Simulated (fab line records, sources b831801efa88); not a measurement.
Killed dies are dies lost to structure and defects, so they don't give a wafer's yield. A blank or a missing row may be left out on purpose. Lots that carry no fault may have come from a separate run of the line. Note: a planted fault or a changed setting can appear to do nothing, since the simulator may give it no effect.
Struck lot and sound lot, side by side :: flow sky130 :: 16 steps out of a route of 708
Sound: wafers L988.4, L988.5, L988.6. Struck: wafers L977.4, L977.5, L977.6. Last of all comes the cause.
Each step with rows lists, per side, the tool, then ch with its chambers, then its first start. Under that, the readings that differ: sound wafers :: struck wafers :: difference of the means :: sigmas: that difference in standard deviations of wafers without a fault.
alike: readings with means less than 2 such deviations apart, plus words and numbers identical on both sides. not compared: withheld readings, readings lacking a value on some wafer, bounds such as >300 that could conceal the same value, and numbers that have no deviation in the record and whose values overlap.
A row with sigmas, a row that says differs or no value, or rows on one side alone: a step with any of these is where the two part. Numbers that have no deviation but don't overlap get no sigmas and don't part them. A reading missing from all wafers of one side parts the sides only when that side holds two or more wafers.

first, 5 steps without rows for these wafers: SKY_SD_N_COAT_02 (resist thk 1140 nm); SKY_SD_N_SOFTBAKE_03 (time 60 s); SKY_SD_N_EXPOSE_04 (exposes mask NSDM, target cd 380 nm); SKY_SD_N_PEB_05; SKY_SD_N_DEVELOP_06 (develop time 60 s).
SKY_SD_N_CD_MEAS_07: target cd 380 nm.
  sound on cd_sem-02 at day 33 19:13; struck on cd_sem-01 at day 30 12:49
  alike: cd_nm
SKY_SD_N_OVL_MEAS_08:
  sound on overlay-01 at day 33 19:18; struck on overlay-01 at day 30 12:54
  alike: SD_N_OVL
then, 2 steps without rows for these wafers: SKY_SD_N_IMPLANT_09; SKY_SD_N_IMPLANT_10.
SKY_SD_N_STRIP_11: strips in O2/N2.
  sound on plasma_asher-04 ch 0,1, day 33 19:39; struck on plasma_asher-04 ch 0,1, day 30 13:15
  alike: chamber_pressure_mTorr, drypump_motor_current_A, oes_product_au, strip_time_to_endpoint_s
  not compared: rf_hours_counter_h
SKY_SD_N_TW_MEAS_12:
  sound on film_metro-03 at day 33 19:45; struck on film_metro-03 at day 30 13:21
  alike: SD_N_TW
then, 1 step without rows for these wafers: SKY_SD_N_CLEAN_13 (cleans in SC1/SC2, time 150 s).
SKY_SD_N_RTA_14: time 2 s.
  sound on rtp_anneal-01 ch 0, day 33 19:52; struck on rtp_anneal-02 ch 0, day 30 13:28
reading: lamp_power_pct (%)
sound: 15.82 15.64 15.74
struck: 15.06 15.03 15.08
difference: -0.68
sigmas: -13
  alike: wafer_temp_C_max
SKY_SD_N_RS_MEAS_16: measures by four-point-probe.
  sound on film_metro-01 at day 33 20:04; struck on film_metro-02 at day 30 14:02
reading: SD_N_RS (ohm/sq)
sound: 68.66 68.49 68.53
struck: 71.72 71.72 71.59
difference: +3.12
sigmas: +38
  not compared: hold
SKY_SD_N_RS_MEAS_17: measures by four-point-probe.
  sound on film_metro-01 at day 33 20:11; struck on film_metro-02 at day 30 19:17
reading: SD_P_RS (ohm/sq)
sound: 146.5 146.8 147.0
struck: 165.7 165.5 165.5
difference: +18.8
sigmas: +54
  not compared: hold
SKY_PAD_OPEN_PROBE_99:
  the record has rows for the sound wafers here (prober-01, day 50 01:59) and none for the struck ones

WHERE THEY PART
Earliest at SKY_SD_N_RTA_14; latest, in this record, at SKY_PAD_OPEN_PROBE_99.

WHY: whatever the simulator had introduced
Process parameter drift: rtp_anneal-02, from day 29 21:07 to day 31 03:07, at SKY_SD_N_RTA_14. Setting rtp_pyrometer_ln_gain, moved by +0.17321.
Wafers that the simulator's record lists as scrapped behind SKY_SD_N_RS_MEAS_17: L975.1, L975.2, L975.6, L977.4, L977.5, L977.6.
